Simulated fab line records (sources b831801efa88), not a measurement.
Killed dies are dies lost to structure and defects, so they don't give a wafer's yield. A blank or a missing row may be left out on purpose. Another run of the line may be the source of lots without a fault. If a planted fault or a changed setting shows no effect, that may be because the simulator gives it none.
Which tool was responsible? -- flow sky130 -- Sampling: 11 lots, 32 wafers, 6 of 708 route steps

WHAT THE GAUGES READ, wafer by wafer
SKY_SD_N_RS_MEAS_18: uses a four-point probe to measure. Usual: for RES_XHIGH_RS the level is 333.0 ohm/sq and the standard deviation is 1.4.
lot,measured,on,RES_XHIGH_RS (ohm/sq),flag
L485,day 28 20:24,film metro-04,335.9 335.8 335.0,
L487,day 29 12:46,film metro-04,336.3 335.2 336.8,
L486,day 29 13:58,film metro-04,334.7 334.0 334.3,
L490,day 30 14:10,film metro-02,331.9 332.2 332.1,
L492,day 30 19:49,film metro-04,333.0 332.7 333.3,
L493,day 31 07:28,film metro-04,334.8 334.8 333.8,
L494,day 31 16:56,film metro-02,333.8 332.8 334.0,
L497,day 32 14:01,film metro-03,333.0 332.6 332.9,
L498,day 32 18:02,film metro-02,331.3 331.9,
L505,day 34 18:58,film metro-02,333.2 333.8 332.9,
L506,day 35 02:04,film metro-02,332.8 333.3 332.7,

SKY_CONTACT_THK_MEAS_01. Usual: for CONTACT_CVD_00_THK the level is 74.8 nm and the standard deviation is 0.93.
lot,measured,on,CONTACT_CVD_00_THK (nm),flag
L485,day 31 06:17,film metro-02,74.4 75.6 75.4,
L487,day 31 23:46,film metro-02,73.9 73.8 75.2,
L486,day 32 00:19,film metro-01,73.8 75.7 75.6,
L490,day 32 22:55,film metro-04,75.1 75.1 75.4,
L492,day 33 05:24,film metro-01,73.6 75.3 74.9,
L493,day 33 16:40,film metro-02,73.6 74.4 75.2,
L494,day 34 01:24,film metro-02,74.4 75.7 74.9,
L497,day 34 21:41,film metro-02,74.8 75.3 74.8,
L498,day 35 02:50,film metro-04,74.7 73.9,
L505,day 37 02:11,film metro-04,74.8 74.5 74.9,
L506,day 37 09:25,film metro-04,74.0 73.2 76.0,

SKY_VIA1_RS_MEAS_22: uses a four-point probe to measure. Usual: for VIA1_W_RS the level is 0.428 ohm/sq and the standard deviation is 0.0046.
lot,measured,on,VIA1_W_RS (ohm/sq),flag
L485,day 34 18:56,film metro-03,0.435 0.425 0.422,
L487,day 35 12:31,film metro-02,0.427 0.421 0.431,
L486,day 35 13:14,film metro-03,0.435 0.428 0.431,
L490,day 36 11:13,film metro-04,0.431 0.422 0.425,
L492,day 36 16:56,film metro-04,0.419 0.424 0.422,
L493,day 37 04:19,film metro-02,0.421 0.428 0.421,
L494,day 37 13:27,film metro-03,0.421 0.424 0.318,OFF
L497,day 38 08:52,film metro-03,0.426 0.425 0.427,
L498,day 38 14:26,film metro-03,0.320 0.425,OFF
L505,day 40 10:20,film metro-04,0.428 0.424 0.428,
L506,day 40 16:19,film metro-02,0.427 0.426 0.425,

SKY_VIA1_THK_MEAS_23: measures by xrf. Usual: for VIA1_W_THK the level is 272 nm and the standard deviation is 3.3.
lot,measured,on,VIA1_W_THK (nm),flag
L485,day 34 19:02,film metro-03,266 272 274,
L487,day 35 12:38,film metro-02,270 275 270,
L486,day 35 13:22,film metro-03,265 269 268,
L490,day 36 11:20,film metro-04,270 277 274,
L492,day 36 17:04,film metro-04,278 275 277,
L493,day 37 04:26,film metro-02,276 271 275,
L494,day 37 13:34,film metro-03,275 273 362,OFF
L497,day 38 08:58,film metro-03,272 272 272,
L498,day 38 14:33,film metro-03,363 272,OFF
L505,day 40 10:28,film metro-04,274 279 274,
L506,day 40 16:26,film metro-02,271 271 270,

WHICH TOOL RAN EACH LOT (tool, then ch and the chambers of the sampled wafers, then the start)
lot,SKY_METAL1_SPUTTER_04,SKY_VIA1_CVD_21
L485,"pvd sputter-04, day 32 11:31","cvd w-01 ch 0,1, day 34 18:50"
L487,"pvd sputter-02, day 33 05:15","cvd w-02 ch 0,1, day 35 12:26"
L486,"pvd sputter-03, day 33 05:31","cvd w-02 ch 0,1, day 35 13:09"
L490,"pvd sputter-03, day 34 03:34","cvd w-01 ch 0,1, day 36 11:07"
L492,"pvd sputter-04, day 34 09:57","cvd w-01 ch 0,1, day 36 16:50"
L493,"pvd sputter-02, day 34 20:46","cvd w-01 ch 0,1, day 37 04:14"
L494,"pvd sputter-02, day 35 06:06","cvd w-01 ch 0,1, day 37 13:22"
L497,"pvd sputter-02, day 36 02:07","cvd w-02 ch 0,1, day 38 08:45"
L498,"pvd sputter-04, day 36 07:34","cvd w-01 ch 0,1, day 38 14:19"
L505,"pvd sputter-03, day 38 06:14","cvd w-02 ch 0,1, day 40 10:14"
L506,"pvd sputter-02, day 38 12:29","cvd w-02 ch 0,1, day 40 16:14"
- SKY_METAL1_SPUTTER_04: material TiN, target thk 70 nm, time 58.3 s.
- SKY_VIA1_CVD_21: deposits W, target thk 270 nm, time 80.902 s.

AS READ BY THE TOOLS THEMSELVES (means over the sampled wafers that have a number; for cases with no such wafer, the mark the record gives instead)
SKY_METAL1_SPUTTER_04. Usual: throttle valve pct 30.0 %, standard deviation 1.1.
lot,tool,throttle valve pct (%),flag
L485,pvd sputter-04,29.6,
L487,pvd sputter-02,30.6,
L486,pvd sputter-03,30.0,
L490,pvd sputter-03,29.7,
L492,pvd sputter-04,30.6,
L493,pvd sputter-02,30.9,
L494,pvd sputter-02,30.0,
L497,pvd sputter-02,30.7,
L498,pvd sputter-04,30.4,
L505,pvd sputter-03,30.1,
L506,pvd sputter-02,30.6,

SKY_VIA1_CVD_21. Usual: chamber pressure Torr 40.01 Torr, standard deviation 0.081; heater power w 950 W, standard deviation 140.
lot,tool,chamber pressure Torr (Torr),heater power w (W),flag
L485,cvd w-01,39.94,1092,
L487,cvd w-02,39.96,898,
L486,cvd w-02,40.05,896,
L490,cvd w-01,39.99,1069,
L492,cvd w-01,40.08,1099,
L493,cvd w-01,40.07,1096,
L494,cvd w-01,40.01,1094,
L497,cvd w-02,39.95,899,
L498,cvd w-01,40.05,1046,
L505,cvd w-02,40.06,889,
L506,cvd w-02,40.06,900,

THE ANSWER, worked out from the rows above alone
Rule: lot off if the mean of its wafers having a number is beyond 3 standard deviations from the usual mean. Also off: a lot with no number at a reading for which 4 or more lots have one. Any other lot the step has rows for is counted as sound. First the gauges in route order, then the tools' own readings, where a lot's mean is used as printed above. At the first step where some lot is off, the reading lying furthest off is the one used; lots without a number count as furthest.
Off: at SKY_VIA1_RS_MEAS_22 (VIA1_W_RS), L494, L498.
If a tool, at a process step before that reading, ran all the lots that are off and no sound lot after the first of them, it fits. Those tools and the gauges at SKY_VIA1_RS_MEAS_22 are tried in the same way. One fits: cvd w-01 at SKY_VIA1_CVD_21. A fault onset in the window from L493 (day 37 04:14, its last sound lot) to L494 (day 37 13:22, its first lot off) fits.

WHAT THE SIMULATOR HAD INSERTED
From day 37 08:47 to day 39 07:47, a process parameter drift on cvd w-01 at SKY_VIA1_CVD_21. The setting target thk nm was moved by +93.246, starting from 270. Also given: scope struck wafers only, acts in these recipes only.
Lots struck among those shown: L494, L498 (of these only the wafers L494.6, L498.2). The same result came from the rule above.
